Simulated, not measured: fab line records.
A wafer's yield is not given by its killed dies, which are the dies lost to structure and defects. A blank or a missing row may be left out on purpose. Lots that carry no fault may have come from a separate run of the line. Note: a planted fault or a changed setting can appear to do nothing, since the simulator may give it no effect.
Problem report in the 8D (eight disciplines) form, filled by code    flow sky130    the parts of the form that need people (team, actions taken, sign-off) are left out

1. WHAT WENT WRONG
oes_product_au at SKY_VIA3_ETCH_15 reads a mean of 0.704 a.u. on 6 wafers of 2 lots; wafers without a fault read 0.945 a.u. with a standard deviation of 0.005. Measured from the usual mean, that is -48 standard deviations.
The step: etches SiO2 in C4F8/O2/Ar, stops on TiN, target depth 507 nm, time 78 s.
First seen on wafer L157.2, day 44 02:54, on rie_diel-03. At this step, 33 wafers from 11 lots have a number in the record. Rule for "out" (also "out of limits"): further than 4 standard deviations from the usual mean. All remaining wafers that have a number are taken as sound.

2. WHAT IT IS; WHAT IT IS NOT
question                     is                      is not
which readings at this step  oes_product_au          -
which lots                   L157, L159              L142, L146, L148, L149, L150, L153, L162, L163, L165
which wafers of those lots   all that have a number  -
read on which tools          rie_diel-03             rie_diel-01, rie_diel-02
when                         from day 44 02:54       up to then (18 sound wafers); but 9 sound wafers of L162, L163, L165 came after

3. THE SUSPECTS, EACH WITH WHAT RULES IT OUT
Counting: a tool at any process step up to the reading remains a suspect when it ran all the lots that are out and ran no sound lot after the first of those.
- rie_diel-03 at SKY_VIA3_ETCH_15 (etches SiO2 in C4F8/O2/Ar, stops on TiN, target depth 507 nm, time 78 s): kept. It ran every lot that is out, first L157 (day 44 02:54), and no sound lot after that; its last sound lot up to then is L153 (day 42 23:20). Its own readings are out on those wafers: oes_product_au.
The count leaves rie_diel-03 at SKY_VIA3_ETCH_15.

4. THE CAUSE (what the simulator had put in)
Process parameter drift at SKY_VIA3_ETCH_15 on rie_diel-03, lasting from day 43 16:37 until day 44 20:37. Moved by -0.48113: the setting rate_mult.
The count eliminated every tool but this one.

5. THE CHAIN OF EFFECTS, in route order
Each row: a reading where the mean over the struck wafers with a number is more than 3 standard deviations away from the usual. Only readings whose record carries a usual standard deviation are examined. hours: median over the lots of the time between each lot's start at the first step of this table that gives one and its start at this step. sigmas: the change, counted in usual standard deviations.
hours  step                   reading                   usual       on struck wafers  change  sigmas
0      SKY_VIA3_ETCH_15       oes_product_au            0.945 a.u.  0.704             -0.241  -48
0      SKY_VIA3_STRIP_16      oes_product_au            0.402 a.u.  0.420             +0.018  +4.3
0      SKY_VIA3_STRIP_16      strip_time_to_endpoint_s  4.128 s     4.634             +0.506  +22
129    SKY_PAD_OPEN_PROBE_99  defect_limited_yield      82.2 %      0.0               -82.2   -46
129    SKY_PAD_OPEN_PROBE_99  killed_at_M0_to_M3        44          449               +405    +57
129    SKY_PAD_OPEN_PROBE_99  killed_dies               88          492               +404    +44
129    SKY_PAD_OPEN_PROBE_99  killed_on_rim             17          96                +79     +20
129    SKY_PAD_OPEN_PROBE_99  sort_bin_5_function       10.6 %      93.0              +82.4   +59
129    SKY_PAD_OPEN_PROBE_99  sort_n_pass               404         0                 -404    -44
129    SKY_PAD_OPEN_PROBE_99  sort_yield_pct            82.2 %      0.0               -82.2   -46
Process steps it contains:
- SKY_VIA3_ETCH_15: etches SiO2 in C4F8/O2/Ar, stops on TiN, target depth 507 nm, time 78 s.
- SKY_VIA3_STRIP_16: strips in O2/N2.
- SKY_PAD_OPEN_PROBE_99

6. WHAT WOULD HAVE CAUGHT IT SOONER
In this record the first reading out of limits was taken at day 44 02:54, 10 hours after the fault began at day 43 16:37.
